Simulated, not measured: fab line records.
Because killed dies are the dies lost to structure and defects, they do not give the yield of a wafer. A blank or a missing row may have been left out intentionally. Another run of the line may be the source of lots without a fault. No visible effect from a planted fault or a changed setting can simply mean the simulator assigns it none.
fab line records	flow sky130	part 1 of 2: steps 1 to 43 of 44
record lots=6	wafers=18	last-day=50
route steps=708 shown VIA2@522 METAL3@532 CAPM@537 PAD_OPEN@708
lots that met no fault: from a run of the same line without faults
start-h: start of the lot's first displayed wafer, in hours after the record's first day	wait-h: hours since the lot's step before	" same as the row above	L1.1+2: a single row standing in for several wafers	- no value, or no start was given	* or withheld: withheld	< > ~ a bound
route shown NAME@n: a module of which the file shows steps, and the number in the route of the first	usual: mean and standard deviation over wafers with no fault	same: alike in all rows	chamber/n: place in a boat	sites: per-site readings	_std_site: standard deviation across them	_edge_site: mean of outer sites minus mean of inner sites	radius-mm: for every site, how far away it sits from the centre of the wafer	mask NAME#n: copy n	behind: the tool/chamber that last shaped the wafer	hold: the reason the lot was held/the length of the hold in hours/how it ended	device: the n, p or np transistor that did not switch	end of line: tests of these same wafers at the route's end	for a step that has no rows: nothing shown but its recipe	killed: dies lost to structure and defects at the first sort, not the wafer's yield	map: the dies of a wafer, with x for killed, . for not killed, _ for no die there
set.NAME: the setting the step ran with; set.NAME@STEP: the setting that earlier step ran with	model.NAME: the simulator's own value behind a step, which no gauge read
certain route steps with their lots: each step a table, each wafer a row
services: from which hour (start-h, from the record's first day; less than 0 if before it) a tool's chamber was out of use, for how many hours, and why
## steps
# step SKY_VIA2_ETCH_15
# recipe target=SiO2	chemistry=C4F8/O2/Ar	target-depth-nm=546	stop-on=TiN	mask-material=KrF-thick	source-w=1500	bias-w=1200	pressure-mtorr=40	c4f8-flow-sccm=withheld	O2_flow_sccm=6	Ar_flow_sccm=300	time-s=84
# step SKY_VIA2_STRIP_16
# recipe chemistry=O2/N2	power-w=1400	pressure-mtorr=1500	platen-temp-c=withheld	o2-flow-sccm=3000	n2-flow-sccm=300	overash-fraction=0.5
# step SKY_VIA2_STRIP_17
# recipe chemistry=post-etch-residue-remover	time-s=1200	temp-c=72.5
# step SKY_VIA2_CLEAN_18
# recipe chemistry=IPA	time-s=180	temp-c=25
# step SKY_VIA2_CLEAN_19
# recipe chemistry=O3/DIW	dry=n2-spin
# step SKY_VIA2_SPUTTER_20
# recipe material=TiN	target-thk-nm=20	chamber-pressure-pa=5	power-w=4000	time-s=80
# step SKY_VIA2_CVD_21
# recipe material=W	target-thk-nm=420	time-s=126.4	temp-c=400	pressure-torr=40
# step SKY_VIA2_RS_MEAS_22
# recipe thk-meas-gauge=four-point-probe	reads=W_of_VIA2_CVD_21+TiN_of_VIA2_SPUTTER_20
# usual VIA2_W_RS=0.270/0.0043
lot.wafer	tool	chamber	start-h	wait-h	VIA2_W_RS[ohm/sq]
L738.1	film-metro-02	-	842.36	0.1	0.268
L738.4	"	-	"	"	0.269
L738.6	"	-	"	"	0.266
L745.1	film-metro-04	-	905.06	0.1	0.265
L745.3	"	-	"	"	0.269
L745.6	"	-	"	"	0.262
L746.1	film-metro-02	-	910.85	0.1	0.271
L746.3	"	-	"	"	0.262
L746.4	"	-	"	"	0.273
L755.3	film-metro-03	-	981.37	0.2	0.271
L755.4	"	-	"	"	0.270
L755.5	"	-	"	"	0.272
L759.2	film-metro-04	-	996.92	0.1	0.266
L759.3	"	-	"	"	0.267
L759.5	"	-	"	"	0.267
L760.1	film-metro-04	-	1011.44	0.2	0.274
L760.3	"	-	"	"	0.276
L760.4	"	-	"	"	0.275
# step SKY_VIA2_THK_MEAS_23
# recipe thk-meas-gauge=xrf	reads=W_of_VIA2_CVD_21
# usual VIA2_W_THK=420/8.6
lot.wafer	tool	chamber	start-h	wait-h	VIA2_W_THK[nm]
L738.1	film-metro-02	-	842.48	0.1	417
L738.4	"	-	"	"	414
L738.6	"	-	"	"	416
L745.1	film-metro-04	-	905.18	0.1	431
L745.3	"	-	"	"	428
L745.6	"	-	"	"	439
L746.1	film-metro-02	-	910.97	0.1	414
L746.3	"	-	"	"	428
L746.4	"	-	"	"	412
L755.3	film-metro-03	-	981.47	0.1	425
L755.4	"	-	"	"	427
L755.5	"	-	"	"	425
L759.2	film-metro-04	-	997.03	0.1	414
L759.3	"	-	"	"	415
L759.5	"	-	"	"	414
L760.1	film-metro-04	-	1011.56	0.1	410
L760.3	"	-	"	"	407
L760.4	"	-	"	"	408
# step SKY_VIA2_CMP_24
# recipe stop-on=SiO2	t-overpolish-s=20	down-force-psi=3.5	platen-rpm=60	target-thk-nm=0	pad-velocity-m-s=0.94248
# usual motor-current-A=10.6/1.1	overpolish-run-s=20.001/0.0092	platen-rpm=60.00/0.04	time-to-endpoint-s=102/5.4
lot.wafer	tool	chamber	start-h	wait-h	motor-current-A	overpolish-run-s	platen-rpm	time-to-endpoint-s
L738.4	cmp-01	1	842.54	0.0	10.9	20.001	59.99	107
L738.1	"	2	"	"	10.2	20.001	59.94	105
L738.6	"	2	"	"	10.6	20.012	60.04	104
L745.1	cmp-01	0	905.24	0.1	11.9	20.010	60.04	110
L745.3	"	3	"	"	9.3	19.989	60.00	96
L745.6	"	0	"	"	12.0	19.994	60.03	107
L746.1	cmp-02	1	911.03	0.1	12.1	20.000	60.02	97
L746.4	"	3	"	"	10.1	20.014	59.97	99
L746.3	"	0	"	"	11.0	20.016	59.97	102
L755.4	cmp-02	3	981.58	0.1	10.5	20.016	60.05	101
L755.3	"	2	"	"	8.7	19.999	59.97	107
L755.5	"	0	"	"	11.6	20.011	60.01	95
L759.2	cmp-02	2	997.13	0.1	8.8	20.007	59.97	113
L759.3	"	0	"	"	11.5	20.018	59.99	104
L759.5	"	2	"	"	8.8	19.995	59.95	112
L760.3	cmp-01	1	1011.62	0.0	10.8	19.993	60.06	105
L760.1	"	2	"	"	9.8	19.996	59.98	107
L760.4	"	0	"	"	11.7	19.998	60.04	105
# step SKY_METAL3_SPUTTER_00
# recipe material=Ti	target-thk-nm=15	power-w=3000	time-s=10	chamber-pressure-pa=0.4
# step SKY_METAL3_SPUTTER_01
# recipe material=TiN	target-thk-nm=20	power-w=6500	time-s=16.7	chamber-pressure-pa=0.4
# usual chamber-pressure-pa=0.4000/0.0008	throttle-valve-pct=30.1/0.82
lot.wafer	tool	chamber	start-h	wait-h	chamber-pressure-pa	throttle-valve-pct
L738.1	pvd-sputter-01	-	842.86	0.0	0.3991	31.0
L738.4	"	-	"	"	0.3995	30.5
L738.6	"	-	"	"	0.3996	29.0
L745.1	pvd-sputter-04	-	905.56	0.0	0.4001	30.7
L745.3	"	-	"	"	0.3998	29.4
L745.6	"	-	"	"	0.4014	29.7
L746.1	pvd-sputter-04	-	911.35	0.0	0.3993	29.9
L746.3	"	-	"	"	0.3996	29.4
L746.4	"	-	"	"	0.3989	29.6
L755.3	pvd-sputter-03	-	981.90	0.0	0.3990	29.3
L755.4	"	-	"	"	0.3989	29.8
L755.5	"	-	"	"	0.3992	29.2
L759.2	pvd-sputter-04	-	997.40	0.0	0.4005	30.7
L759.3	"	-	"	"	0.3999	29.6
L759.5	"	-	"	"	0.3991	30.7
L760.1	pvd-sputter-04	-	1011.94	0.0	0.4011	29.7
L760.3	"	-	"	"	0.4013	30.7
L760.4	"	-	"	"	0.3996	31.4
# step SKY_METAL3_SPUTTER_02
# recipe material=AlCu	target-thk-nm=735	power-w=10600	time-s=39.1	chamber-pressure-pa=0.4
# usual chamber-pressure-pa=0.4001/0.00072	throttle-valve-pct=30.1/0.83
lot.wafer	tool	chamber	start-h	wait-h	chamber-pressure-pa	throttle-valve-pct	model.AlCu_of_METAL3_SPUTTER_02.thk-nm
L738.1	pvd-sputter-01	-	842.88	0.0	0.3994	31.2	736.7
L738.4	"	-	"	"	0.3997	30.4	735
L738.6	"	-	"	"	0.4007	29.0	727
L745.1	pvd-sputter-04	-	905.58	0.0	0.4007	30.8	742.5
L745.3	"	-	"	"	0.4379	28.0	717.3
L745.6	"	-	"	"	0.4384	28.3	715.6
L746.1	pvd-sputter-04	-	911.38	0.0	0.3990	29.8	724.9
L746.3	"	-	"	"	0.4376	28.3	709.2
L746.4	"	-	"	"	0.4381	28.3	708.9
L755.3	pvd-sputter-03	-	981.92	0.0	0.3998	29.6	735.1
L755.4	"	-	"	"	0.3998	29.8	735.8
L755.5	"	-	"	"	0.3998	29.4	733.4
L759.2	pvd-sputter-04	-	997.43	0.0	0.3999	30.7	741.3
L759.3	"	-	"	"	0.4001	29.6	730.4
L759.5	"	-	"	"	0.4014	30.7	747.1
L760.1	pvd-sputter-04	-	1011.96	0.0	0.4000	29.9	737.4
L760.3	"	-	"	"	0.4002	30.7	730.5
L760.4	"	-	"	"	0.4002	31.2	721.6
# step SKY_METAL3_SPUTTER_03
# recipe material=Ti	target-thk-nm=5	power-w=3000	time-s=3.3	chamber-pressure-pa=0.4
# usual chamber-pressure-pa=0.4000/0.00091	throttle-valve-pct=30.1/0.85
lot.wafer	tool	chamber	start-h	wait-h	chamber-pressure-pa	throttle-valve-pct
L738.1	pvd-sputter-01	-	842.92	0.0	0.3989	31.4
L738.4	"	-	"	"	0.4022	30.5
L738.6	"	-	"	"	0.4018	29.1
L745.1	pvd-sputter-04	-	905.62	0.0	0.3999	30.7
L745.3	"	-	"	"	0.3997	29.3
L745.6	"	-	"	"	0.3998	29.5
L746.1	pvd-sputter-04	-	911.42	0.0	0.3998	29.6
L746.3	"	-	"	"	0.3987	29.3
L746.4	"	-	"	"	0.4004	29.7
L755.3	pvd-sputter-03	-	981.96	0.0	0.4009	29.6
L755.4	"	-	"	"	0.4009	29.6
L755.5	"	-	"	"	0.4001	29.4
L759.2	pvd-sputter-04	-	997.47	0.0	0.3996	30.8
L759.3	"	-	"	"	0.3998	29.7
L759.5	"	-	"	"	0.4012	30.7
L760.1	pvd-sputter-04	-	1012.00	0.0	0.3995	29.5
L760.3	"	-	"	"	0.4004	30.8
L760.4	"	-	"	"	0.4005	31.2
# step SKY_METAL3_SPUTTER_04
# recipe material=TiN	target-thk-nm=70	power-w=6500	time-s=58.3	chamber-pressure-pa=0.4
# step SKY_CAPM_CVD_00
# recipe material=SiO2	target-thk-nm=15.5	temp-c=400	time-s=withheld	rf-w=450
# step SKY_CAPM_THK_MEAS_01
# recipe reads=SiO2_of_CAPM_CVD_00
# usual CAPM_CVD_00_THK=15.47/0.21
lot.wafer	tool	chamber	start-h	wait-h	CAPM_CVD_00_THK[nm]
L738.1	film-metro-04	-	843.02	-	15.36
L738.4	"	-	"	"	15.25
L738.6	"	-	"	"	15.54
L745.1	film-metro-01	-	905.72	-	15.38
L745.3	"	-	"	"	15.54
L745.6	"	-	"	"	15.42
L746.1	film-metro-02	-	911.52	-	15.42
L746.3	"	-	"	"	15.74
L746.4	"	-	"	"	15.63
L755.3	film-metro-01	-	982.07	-	15.17
L755.4	"	-	"	"	15.32
L755.5	"	-	"	"	15.28
L759.2	film-metro-01	-	997.56	-	15.36
L759.3	"	-	"	"	15.36
L759.5	"	-	"	"	15.51
L760.1	film-metro-01	-	1012.10	-	15.48
L760.3	"	-	"	"	15.75
L760.4	"	-	"	"	15.63
# step SKY_CAPM_SPUTTER_02
# recipe material=TiN	target-thk-nm=200	temp-c=300	power-w=6500	time-s=166.7	chamber-pressure-pa=0.4
# step SKY_CAPM_RS_MEAS_03
# recipe thk-meas-gauge=four-point-probe	reads=TiN_of_CAPM_SPUTTER_02
# usual CAPM_TIN_RS=6.90/0.085
lot.wafer	tool	chamber	start-h	wait-h	CAPM_TIN_RS[ohm/sq]
L738.1	film-metro-02	-	843.19	0.1	7.07
L738.4	"	-	"	"	7.10
L738.6	"	-	"	"	6.97
L745.1	film-metro-02	-	905.89	0.1	6.98
L745.3	"	-	"	"	6.98
L745.6	"	-	"	"	7.02
L746.1	film-metro-04	-	911.69	0.1	6.96
L746.3	"	-	"	"	6.89
L746.4	"	-	"	"	6.89
L755.3	film-metro-04	-	982.26	0.1	6.81
L755.4	"	-	"	"	6.84
L755.5	"	-	"	"	6.85
L759.2	film-metro-01	-	997.74	0.1	6.86
L759.3	"	-	"	"	6.95
L759.5	"	-	"	"	6.96
L760.1	film-metro-01	-	1012.27	0.1	7.04
L760.3	"	-	"	"	6.94
L760.4	"	-	"	"	6.94
# step SKY_CAPM_THK_MEAS_04
# recipe thk-meas-gauge=xrf	reads=TiN_of_CAPM_SPUTTER_02
# usual CAPM_TIN_THK=198.8/2.4
lot.wafer	tool	chamber	start-h	wait-h	CAPM_TIN_THK[nm]
L738.1	film-metro-02	-	843.31	0.1	195.0
L738.4	"	-	"	"	193.7
L738.6	"	-	"	"	196.6
L745.1	film-metro-02	-	906.01	0.1	197.0
L745.3	"	-	"	"	196.9
L745.6	"	-	"	"	196.3
L746.1	film-metro-04	-	911.81	0.1	195.0
L746.3	"	-	"	"	198.2
L746.4	"	-	"	"	196.8
L755.3	film-metro-04	-	982.36	0.1	201.6
L755.4	"	-	"	"	200.5
L755.5	"	-	"	"	200.8
L759.2	film-metro-01	-	997.85	0.1	199.7
L759.3	"	-	"	"	198.2
L759.5	"	-	"	"	197.5
L760.1	film-metro-01	-	1012.39	0.1	195.8
L760.3	"	-	"	"	199.0
L760.4	"	-	"	"	198.4
# step SKY_CAPM_DEHYDRATE_05
# recipe temp-c=200	time-s=60
# step SKY_CAPM_HMDS_06
# recipe prime-time-s=60	prime-temp-c=120
# step SKY_CAPM_COAT_07
# recipe resist=NOVOLAK	spin-rpm=3000	resist-thk-nm=1140
# step SKY_CAPM_SOFTBAKE_08
# recipe temp-c=90	time-s=60	resist=NOVOLAK
# step SKY_CAPM_EXPOSE_09
# recipe mask-id=CAPM	na=0.6	source-shape=conventional	sigma-outer=0.6	polarization=unpolarized	target-cd-nm=1000	dose-mj=159
# step SKY_CAPM_PEB_10
# recipe temp-c=withheld	time-s=*	resist=NOVOLAK
# step SKY_CAPM_DEVELOP_11
# recipe resist=NOVOLAK	developer=TMAH	develop-time-s=60	dev-temp-c=23
# step SKY_CAPM_OVL_MEAS_12
# usual CAPM_OVL=0.5/1.7
lot.wafer	tool	chamber	start-h	wait-h	CAPM_OVL[nm]
L738.1	overlay-01	-	869.16	0.1	1.5
L738.4	"	-	"	"	1.7
L738.6	"	-	"	"	1.6
L745.1	overlay-01	-	930.96	0.1	3.2
L745.3	"	-	"	"	2.6
L745.6	"	-	"	"	2.4
L746.1	overlay-01	-	936.66	0.1	0.0
L746.3	"	-	"	"	2.3
L746.4	"	-	"	"	-0.6
L755.3	overlay-01	-	1006.72	0.1	2.0
L755.4	"	-	"	"	-0.3
L755.5	"	-	"	"	1.4
L759.2	overlay-02	-	1020.93	0.1	-0.5
L759.3	"	-	"	"	-2.3
L759.5	"	-	"	"	-1.1
L760.1	overlay-02	-	1034.92	0.1	-3.0
L760.3	"	-	"	"	-2.8
L760.4	"	-	"	"	-0.9
# step SKY_CAPM_METAL_ETCH_13
# recipe target-depth-nm=220	stop-on=SiO2	chemistry=Cl2/BCl3	target=TiN	pressure-mtorr=10	icp-w=900	bias-w=48.5	Cl2_flow_sccm=60	bcl3-flow-sccm=30	time-s=62.9
# usual drypump-motor-current-A=5.5/0.48	oes-product-au=0.942/0.0074	throttle-valve-pct=21.901/0.0097
lot.wafer	tool	chamber	start-h	wait-h	drypump-motor-current-A	oes-product-au	rf-hours-counter-h	throttle-valve-pct
L738.1	rie-metal-04	0	869.19	0.0	6.3	0.932	10	21.893
L738.4	"	1	"	"	5.3	0.924	-	21.914
L738.6	"	0	"	"	6.3	0.939	-	21.895
L745.1	rie-metal-01	1	930.99	0.0	4.9	0.943	11	21.897
L745.3	"	0	"	"	5.9	0.939	-	21.909
L745.6	"	0	"	"	5.9	0.931	-	21.903
L746.1	rie-metal-02	0	936.69	0.0	5.7	0.933	18	21.924
L746.3	"	1	"	"	5.1	0.938	-	21.907
L746.4	"	0	"	"	5.7	0.944	-	21.911
L755.3	rie-metal-04	0	1006.77	0.0	6.3	0.947	-	21.889
L755.4	"	1	"	"	5.3	0.941	-	21.899
L755.5	"	0	"	"	6.3	0.942	-	21.910
L759.2	rie-metal-01	0	1020.96	0.0	5.9	0.943	7	21.897
L759.3	"	0	"	"	5.9	0.945	-	21.917
L759.5	"	0	"	"	5.9	0.941	-	21.898
L760.1	rie-metal-02	1	1034.96	0.0	5.1	0.934	18	21.909
L760.3	"	1	"	"	5.1	0.947	-	21.898
L760.4	"	1	"	"	5.1	0.943	-	21.900
# step SKY_CAPM_STRIP_14
# recipe chemistry=O2/N2	power-w=1400	pressure-mtorr=1500	platen-temp-c=withheld	o2-flow-sccm=3000	n2-flow-sccm=300	overash-fraction=0.5
# usual drypump-motor-current-A=5.6/0.4	oes-product-au=0.710/0.0048	strip-time-to-endpoint-s=12.67/0.054
lot.wafer	tool	chamber	start-h	wait-h	drypump-motor-current-A	oes-product-au	rf-hours-counter-h	strip-time-to-endpoint-s
L738.1	plasma-asher-04	0	869.27	0.1	5.7	0.717	14	12.75
L738.4	"	1	"	"	5.1	0.697	-	12.69
L738.6	"	0	"	"	5.8	0.713	-	12.74
L745.1	plasma-asher-04	0	931.07	0.1	5.8	0.701	20	12.70
L745.3	"	0	"	"	5.8	0.704	-	12.74
L745.6	"	0	"	"	5.8	0.713	-	12.71
L746.1	plasma-asher-04	1	936.77	0.1	5.1	0.713	20	12.68
L746.3	"	0	"	"	5.8	0.704	-	12.69
L746.4	"	1	"	"	5.1	0.705	-	12.70
L755.3	plasma-asher-02	0	1006.85	0.1	5.9	0.709	-	12.71
L755.4	"	1	"	"	5.4	0.710	-	12.66
L755.5	"	0	"	"	5.9	0.710	-	12.72
L759.2	plasma-asher-04	1	1021.04	0.1	5.1	0.722	29	12.67
L759.3	"	1	"	"	5.1	0.715	-	12.67
L759.5	"	0	"	"	5.8	0.708	-	12.68
L760.1	plasma-asher-04	0	1035.11	0.1	5.8	0.706	30	12.66
L760.3	"	0	"	"	5.8	0.720	-	12.63
L760.4	"	1	"	"	5.1	0.704	-	12.65
# step SKY_CAPM_STRIP_15
# recipe chemistry=post-etch-residue-remover	time-s=1200	temp-c=72.5
# step SKY_CAPM_CLEAN_16
# recipe chemistry=IPA	time-s=180	temp-c=25
# step SKY_CAPM_CLEAN_17
# recipe chemistry=O3/DIW	dry=n2-spin
# step SKY_METAL3_DEHYDRATE_05
# recipe temp-c=200	time-s=60
# step SKY_METAL3_HMDS_06
# recipe prime-time-s=60	prime-temp-c=120
# step SKY_METAL3_COAT_07
# recipe resist=BARC	temp-c=withheld	time-s=withheld	spin-rpm=3000	resist-thk-nm=60
# step SKY_METAL3_COAT_08
# recipe resist=KrF-thick	spin-rpm=3000	resist-thk-nm=1140
# step SKY_METAL3_SOFTBAKE_09
# recipe temp-c=100	time-s=90	resist=KrF-thick
# step SKY_METAL3_EXPOSE_10
# recipe mask-id=MM3	na=0.68	source-shape=annular	sigma-inner=0.4	sigma-outer=0.8	target-cd-nm=300	dose-mj=28
# step SKY_METAL3_PEB_11
# recipe peb-temp-c=withheld	peb-time-s=withheld	resist=KrF-thick
# step SKY_METAL3_DEVELOP_12
# recipe develop-time-s=60	resist=KrF-thick	dev-temp-c=21
# step SKY_METAL3_CD_MEAS_13
# recipe target-cd-nm=300
# usual cd-nm=300.0/1.5
lot.wafer	tool	chamber	start-h	wait-h	cd-nm
L738.1	cd-sem-01	-	895.34	-	301.1
L738.4	"	-	"	"	301.5
L738.6	"	-	"	"	299.7
L745.1	cd-sem-02	-	956.21	-	300.1
L745.3	"	-	"	"	299.3
L745.6	"	-	"	"	298.9
L746.1	cd-sem-01	-	961.44	-	299.8
L746.3	"	-	"	"	298.4
L746.4	"	-	"	"	301.1
L755.3	cd-sem-01	-	1030.12	-	299.4
L755.4	"	-	"	"	299.6
L755.5	"	-	"	"	299.3
L759.2	cd-sem-01	-	1044.18	-	298.1
L759.3	"	-	"	"	298.9
L759.5	"	-	"	"	299.2
L760.1	cd-sem-01	-	1057.29	-	297.0
L760.3	"	-	"	"	297.1
L760.4	"	-	"	"	296.7
# step SKY_METAL3_METAL_ETCH_18
# recipe target-depth-a=8450	stop-on=SiO2	over-etch-frac=0.3	time-s=183.1	chemistry=Cl2/BCl3	resist-sidewall-deg=88	pressure-mtorr=10	icp-w=900	bias-w=48.5	Cl2_flow_sccm=60	bcl3-flow-sccm=30
# usual drypump-motor-current-A=5.7/0.61	oes-product-au=0.865/0.0069	throttle-valve-pct=22.263/0.0088
lot.wafer	tool	chamber	start-h	wait-h	drypump-motor-current-A	oes-product-au	rf-hours-counter-h	throttle-valve-pct	model.METAL3.feature-depth-nm	model.etch.depth-nm
L738.1	rie-metal-02	1	895.64	0.0	5.1	0.869	7	22.262	867.6	867.6
L738.4	"	1	"	"	5.1	0.863	-	22.274	865.8	865.8
L738.6	"	1	"	"	5.1	0.870	-	22.257	858.6	858.6
L745.1	rie-metal-03	1	956.51	0.0	5.4	0.864	6	22.274	873.1	873.1
L745.3	"	0	"	"	6.8	0.862	-	22.249	848.3	848.3
L745.6	"	0	"	"	6.8	0.851	-	22.267	846.3	846.3
L746.1	rie-metal-02	0	961.74	0.0	5.7	0.868	19	22.242	856.5	856.5
L746.3	"	1	"	"	5.1	0.852	-	22.262	840	840
L746.4	"	0	"	"	5.7	0.850	-	22.262	839.5	839.5
L755.3	rie-metal-03	0	1030.44	0.1	6.8	0.865	-	22.262	863.5	863.5
L755.4	"	1	"	"	5.5	0.860	-	22.258	865	865
L755.5	"	0	"	"	6.8	0.868	-	22.273	861.3	861.3
L759.2	rie-metal-01	1	1044.46	0.0	4.9	0.877	16	22.266	871.5	871.5
L759.3	"	1	"	"	4.9	0.856	-	22.256	861.1	861.1
L759.5	"	1	"	"	4.9	0.867	-	22.269	877.2	877.2
L760.1	rie-metal-03	0	1057.59	0.0	6.8	0.869	20	22.275	868.1	868.1
L760.3	"	1	"	"	5.4	0.867	-	22.248	861	861
L760.4	"	0	"	"	6.8	0.864	-	22.269	851.4	851.4
## key
first-sign step=SKY_METAL3_SPUTTER_02	reading=chamber-pressure-pa	direction=up	sigmas=53	usual=0.4001	struck=0.4380
effect step=SKY_METAL3_SPUTTER_02	reading=throttle-valve-pct	direction=down	sigmas=2.3	usual=30.1	struck=28.2
model-effect step=SKY_METAL3_SPUTTER_02	value=AlCu_of_METAL3_SPUTTER_02.thk-nm	without=727.3	struck=712.8
model-effect step=SKY_METAL3_METAL_ETCH_18	value=METAL3.feature-depth-nm	without=858.1	struck=843.5
model-effect step=SKY_PAD_OPEN_PROBE_99	value=etest.met3.rs-ohm-sq	without=0.04325	struck=0.04415
met-at SKY_METAL3_SPUTTER_02
struck-wafers L745.3,L745.6,L746.3,L746.4
fault kind=process-parameter-drift	tool=pvd-sputter-04	chamber=-	onset-h=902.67	steps=SKY_METAL3_SPUTTER_02	channel=chamber-pressure-pa	offset=0.038427	shape=step	end-h=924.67	acts-in=these-recipes-only	stated=0.4	scope=struck-wafers-only
